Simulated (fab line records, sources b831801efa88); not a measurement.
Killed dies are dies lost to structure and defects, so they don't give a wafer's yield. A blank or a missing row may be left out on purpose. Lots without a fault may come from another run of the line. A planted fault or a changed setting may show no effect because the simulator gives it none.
fab line records | flow gf180mcu
record lots=13 wafers=39 last_day=34
route steps=602 shown SAB@264 M1@316 M2@362 V2@404
lots that met no fault: from a run of the same line without faults
start_h: hours from the record's first day to the start of the lot's first wafer shown | wait_h: hours since the lot's step before | " the same as in the row above | L1.1+2: a row that stands for several wafers | - no value, or no start given | * or withheld: withheld | < > ~ a bound
route shown NAME@n: a module of which the file shows steps, and the number in the route of the first | usual: mean/standard deviation of fault-free wafers | same: alike in all rows | chamber/n: place in a boat | sites: the reading at each site | _std_site: their standard deviation | _edge_site: outer sites' mean less inner sites' | radius_mm: how far each site lies from the wafer's centre | mask NAME#n: copy n | behind: the tool/chamber that last shaped the wafer | hold: why the lot was held/for how many hours/how that ended | device: the transistor (n, p or np) that didn't switch | end of line: the same wafers' tests at the end of the route | a step without rows: its recipe alone | killed: dies lost to structure and defects at the first sort, not the wafer's yield | map: a wafer's dies, x killed, . not, _ none there
set.NAME: the setting as run; set.NAME@STEP: as run at that earlier step | model.NAME: the simulator's own value behind a step, which no gauge read
steps of the route over a sample of lots; a table a step, a row a wafer
services: from which hour (start_h, from the record's first day; less than 0 if before it) a tool's chamber was out of use, for how many hours, and why
## steps
# step GF_SAB_CVD_00
# recipe material=SiO2 target_thk_nm=50 precursor=TEOS temp_c=400 time_s=4.9302 rf_w=600
# usual heater_power_w=694/100
# columns lot.wafer tool chamber start_h wait_h heater_power_w
L360.2 pecvd-01 2 320.16 0.1 841
L360.4 " 2 " " 821
L360.6 " 1 " " 595
L361.1 pecvd-02 1 332.25 0.1 688
L361.2 " 0 " " 632
L361.6 " 1 " " 721
L364.1 pecvd-01 0 361.51 0.1 809
L364.2 " 2 " " 939
L364.5 " 2 " " 922
L365.1 pecvd-02 1 376.19 0.1 858
L365.5 " 2 " " 796
L365.6 " 1 " " 862
L366.1 pecvd-03 1 383.96 0.1 689
L366.2 " 2 " " 628
L366.6 " 1 " " 694
L368.1 pecvd-02 2 401.81 0.1 800
L368.2 " 1 " " 832
L368.6 " 0 " " 663
L369.1 pecvd-01 1 407.22 0.1 617
L369.4 " 2 " " 802
L369.6 " 0 " " 825
L370.2 pecvd-03 0 416.64 0.1 576
L370.4 " 0 " " 589
L370.5 " 2 " " 659
L371.3 pecvd-01 2 418.96 0.1 866
L371.5 " 0 " " 785
L371.6 " 2 " " 869
L373.3 pecvd-01 1 437.69 0.1 506
L373.4 " 2 " " 880
L373.6 " 1 " " 524
L378.1 pecvd-03 0 476.76 0.1 586
L378.2 " 2 " " 738
L378.4 " 1 " " 679
L379.1 pecvd-03 0 494.90 0.1 598
L379.4 " 1 " " 623
L379.6 " 2 " " 792
L382.1 pecvd-02 0 512.56 0.1 644
L382.3 " 2 " " 735
L382.4 " 1 " " 737
# step GF_SAB_THK_MEAS_01
# recipe reads=SiO2_of_SAB_CVD_00
# usual SAB_CVD_00_THK=50.1/0.77
# columns lot.wafer tool chamber start_h wait_h hold SAB_CVD_00_THK[nm]
L360.2 film_metro-04 - 320.19 0.0 - 49.6
L360.4 " - " " - 50.3
L360.6 " - " " - 50.4
L361.1 film_metro-02 - 332.27 0.0 - 50.3
L361.2 " - " " - 49.5
L361.6 " - " " - 51.0
L364.1 film_metro-03 - 361.53 0.0 - 49.5
L364.2 " - " " - 49.6
L364.5 " - " " - 50.1
L365.1 film_metro-02 - 376.23 0.0 - 49.9
L365.5 " - " " - 50.5
L365.6 " - " " - 51.4
L366.1 film_metro-04 - 383.98 0.0 - 50.4
L366.2 " - " " - 50.4
L366.6 " - " " - 50.7
L368.1 film_metro-03 - 401.83 0.0 - 50.2
L368.2 " - " " - 49.8
L368.6 " - " " - 49.8
L369.1 film_metro-03 - 407.24 0.0 - 50.2
L369.4 " - " " - 50.0
L369.6 " - " " - 50.3
L370.2 film_metro-02 - 416.67 0.0 - 49.7
L370.4 " - " " - 51.0
L370.5 " - " " - 51.9
L371.3 film_metro-04 - 419.00 0.0 - 48.3
L371.5 " - " " - 49.4
L371.6 " - " " - 49.3
L373.3 film_metro-02 - 437.73 0.0 - 48.8
L373.4 " - " " - 50.3
L373.6 " - " " - 50.2
L378.1 film_metro-04 - 476.78 0.0 await_dispo/0.2h/release 52.3
L378.2 " - " " await_dispo/0.2h/release 50.6
L378.4 " - " " await_dispo/0.2h/release 50.5
L378.1 film_metro-04 - 477.01 0.2 - 52.4
L378.2 " - " " - 50.6
L378.4 " - " " - 50.5
L379.1 film_metro-03 - 494.91 0.0 await_dispo/0.2h/release 52.7
L379.4 " - " " await_dispo/0.2h/release 51.3
L379.6 " - " " await_dispo/0.2h/release 50.5
L379.1 film_metro-03 - 495.26 0.3 - 52.6
L379.4 " - " " - 51.3
L379.6 " - " " - 50.5
L382.1 film_metro-03 - 512.58 0.0 - 48.7
L382.3 " - " " - 49.4
L382.4 " - " " - 50.1
# step GF_M1_SPUTTER_01
# recipe material=TiN target_thk_nm=30 power_w=6500 time_s=25 chamber_pressure_pa=0.4
# usual throttle_valve_pct=29.8/1.4
# columns lot.wafer tool chamber start_h wait_h throttle_valve_pct
L360.2 pvd_sputter-01 - 366.58 0.1 28.0
L360.4 " - " " 32.0
L360.6 " - " " 30.7
L361.1 pvd_sputter-04 - 380.13 0.1 32.0
L361.2 " - " " 29.0
L361.6 " - " " 32.2
L364.1 pvd_sputter-04 - 410.74 0.1 30.1
L364.2 " - " " 29.1
L364.5 " - " " 28.1
L365.1 pvd_sputter-02 - 425.87 0.1 27.8
L365.5 " - " " 30.7
L365.6 " - " " 27.9
L366.1 pvd_sputter-04 - 435.37 0.1 28.9
L366.2 " - " " 27.8
L366.6 " - " " 31.9
L368.1 pvd_sputter-01 - 453.58 0.1 29.9
L368.2 " - " " 32.4
L368.6 " - " " 30.7
L369.1 pvd_sputter-02 - 458.23 0.1 29.8
L369.4 " - " " 30.7
L369.6 " - " " 27.7
L370.2 pvd_sputter-01 - 469.22 0.1 32.1
L370.4 " - " " 30.1
L370.5 " - " " 29.8
L371.3 pvd_sputter-02 - 470.67 0.1 30.2
L371.5 " - " " 30.7
L371.6 " - " " 30.0
L373.3 pvd_sputter-01 - 489.33 0.1 28.3
L373.4 " - " " 32.1
L373.6 " - " " 30.4
L378.1 pvd_sputter-02 - 526.31 0.1 27.5
L378.2 " - " " 30.9
L378.4 " - " " 30.0
L379.1 pvd_sputter-04 - 543.88 0.1 30.1
L379.4 " - " " 28.8
L379.6 " - " " 32.0
L382.1 pvd_sputter-02 - 561.57 0.1 29.6
L382.3 " - " " 30.0
L382.4 " - " " 30.7
# step GF_M2_SPUTTER_00
# recipe material=Ti target_thk_nm=37.5 arriving_ion_energy_ev=80 substrate_temp_c=200 chamber_pressure_pa=2 power_w=4000 time_s=150
# usual throttle_valve_pct=30.1/1.4
# columns lot.wafer tool chamber start_h wait_h throttle_valve_pct
L360.2 pvd_sputter-01 - 417.09 0.1 32.0
L360.4 " - " " 28.2
L360.6 " - " " 29.9
L361.1 pvd_sputter-01 - 432.06 0.2 29.8
L361.2 " - " " 27.9
L361.6 " - " " 29.9
L364.1 pvd_sputter-03 - 462.58 0.1 31.2
L364.2 " - " " 31.8
L364.5 " - " " 31.9
L365.1 pvd_sputter-03 - 478.01 0.1 29.9
L365.5 " - " " 31.9
L365.6 " - " " 31.2
L366.1 pvd_sputter-03 - 487.84 0.1 29.7
L366.2 " - " " 30.0
L366.6 " - " " 31.2
L368.1 pvd_sputter-04 - 506.36 0.2 28.7
L368.2 " - " " 28.3
L368.6 " - " " 32.0
L369.1 pvd_sputter-04 - 510.03 0.2 32.4
L369.4 " - " " 28.0
L369.6 " - " " 29.0
L370.2 pvd_sputter-01 - 519.83 0.2 32.0
L370.4 " - " " 30.0
L370.5 " - " " 29.8
L371.3 pvd_sputter-01 - 522.22 0.2 30.5
L371.5 " - " " 30.4
L371.6 " - " " 32.1
L373.3 pvd_sputter-04 - 539.27 0.1 30.2
L373.4 " - " " 28.6
L373.6 " - " " 28.9
L378.1 pvd_sputter-04 - 574.69 0.1 31.6
L378.2 " - " " 29.7
L378.4 " - " " 29.1
L379.1 pvd_sputter-04 - 590.78 0.1 29.1
L379.4 " - " " 28.0
L379.6 " - " " 30.0
L382.1 pvd_sputter-01 - 608.36 0.1 28.2
L382.3 " - " " 32.0
L382.4 " - " " 30.3
# step GF_V2_SPUTTER_22
# recipe material=TiN target_thk_nm=10 chamber_pressure_pa=5 power_w=4000 time_s=40
# usual throttle_valve_pct=30.1/1.3
# columns lot.wafer tool chamber start_h wait_h throttle_valve_pct
L360.2 pvd_sputter-03 - 468.80 0.0 29.9
L360.4 " - " " 31.5
L360.6 " - " " 31.9
L361.1 pvd_sputter-02 - 482.93 0.0 30.1
L361.2 " - " " 30.3
L361.6 " - " " 27.6
L364.1 pvd_sputter-03 - 513.30 0.0 30.3
L364.2 " - " " 32.0
L364.5 " - " " 30.0
L365.1 pvd_sputter-02 - 527.54 0.0 30.1
L365.5 " - " " 27.6
L365.6 " - " " 30.5
L366.1 pvd_sputter-02 - 537.04 0.0 29.7
L366.2 " - " " 29.9
L366.6 " - " " 30.5
L368.1 pvd_sputter-03 - 555.09 0.0 29.8
L368.2 " - " " 31.0
L368.6 " - " " 32.0
L369.1 pvd_sputter-03 - 559.75 0.0 30.0
L369.4 " - " " 31.0
L369.6 " - " " 30.5
L370.2 pvd_sputter-03 - 567.98 0.0 30.0
L370.4 " - " " 30.0
L370.5 " - " " 30.3
L371.3 pvd_sputter-02 - 571.08 0.0 30.1
L371.5 " - " " 29.9
L371.6 " - " " 27.7
L373.3 pvd_sputter-03 - 586.51 0.0 31.7
L373.4 " - " " 29.7
L373.6 " - " " 29.8
L378.1 pvd_sputter-04 - 618.89 0.0 30.1
L378.2 " - " " 29.1
L378.4 " - " " 31.8
L379.1 pvd_sputter-04 - 635.04 0.0 28.3
L379.4 " - " " 29.0
L379.6 " - " " 30.0
L382.1 pvd_sputter-04 - 652.40 0.0 32.0
L382.3 " - " " 30.3
L382.4 " - " " 28.2
## services
# columns tool chamber start_h hours kind
pecvd-03 0 329.53 5.2 repair
pecvd-02 - 344.94 6.0 pm
pvd_sputter-03 - 363.10 0.5 repair
pecvd-03 - 368.88 14.0 pm
pvd_sputter-01 - 380.32 4.3 repair
pvd_sputter-01 - 409.20 1.0 repair
pvd_sputter-01 3 411.18 - consumable_replace:kit
pvd_sputter-01 3 411.18 18.0 scheduled_down
pvd_sputter-01 3 411.18 18.0 vent_cycle
pecvd-01 0 442.85 5.9 repair
pecvd-01 0 452.97 12.3 repair
pecvd-01 2 455.34 22.4 repair
pvd_sputter-04 0 498.55 - consumable_replace:kit
pvd_sputter-04 0 498.55 18.0 scheduled_down
pvd_sputter-04 0 498.55 18.0 vent_cycle
pecvd-02 1 538.13 4.0 repair
pecvd-02 - 566.38 1.5 repair
pvd_sputter-02 2 572.15 - consumable_replace:kit
pvd_sputter-02 2 572.15 18.0 scheduled_down
pvd_sputter-03 - 617.75 32.9 repair
pvd_sputter-04 - 619.33 3.0 repair
pecvd-03 - 627.91 0.6 repair
pvd_sputter-01 - 636.26 2.1 repair
pvd_sputter-02 - 644.01 3.3 repair
## key
first_sign step=GF_SAB_THK_MEAS_01 reading=visit direction=added
effect step=GF_SAB_THK_MEAS_01 reading=SAB_CVD_00_THK direction=up sigmas=3.1 usual=50.1 struck=52.5
met_at GF_SAB_CVD_00
struck_lots L378,L379
struck_wafers L378.1,L379.1
tester_left_out L378,L379
not_acting_at GF_M1_SPUTTER_01,GF_M2_SPUTTER_00,GF_V2_SPUTTER_22
onset_between 416.64 476.76
fault kind=process_parameter_drift tool=pecvd-03 chamber=0 onset_h=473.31 steps=GF_SAB_CVD_00 channel=target_thk_nm offset=3.3745 shape=step end_h=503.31 acts_in=these_recipes_only stated=50
# tester_left_out: of these lots the tester's yield and bins aren't shown, on N5 and GAA mostly nor the transistor test; their killed dies are dies lost to structure and defects alone, not to doping, threshold or leakage, so they don't give the yield
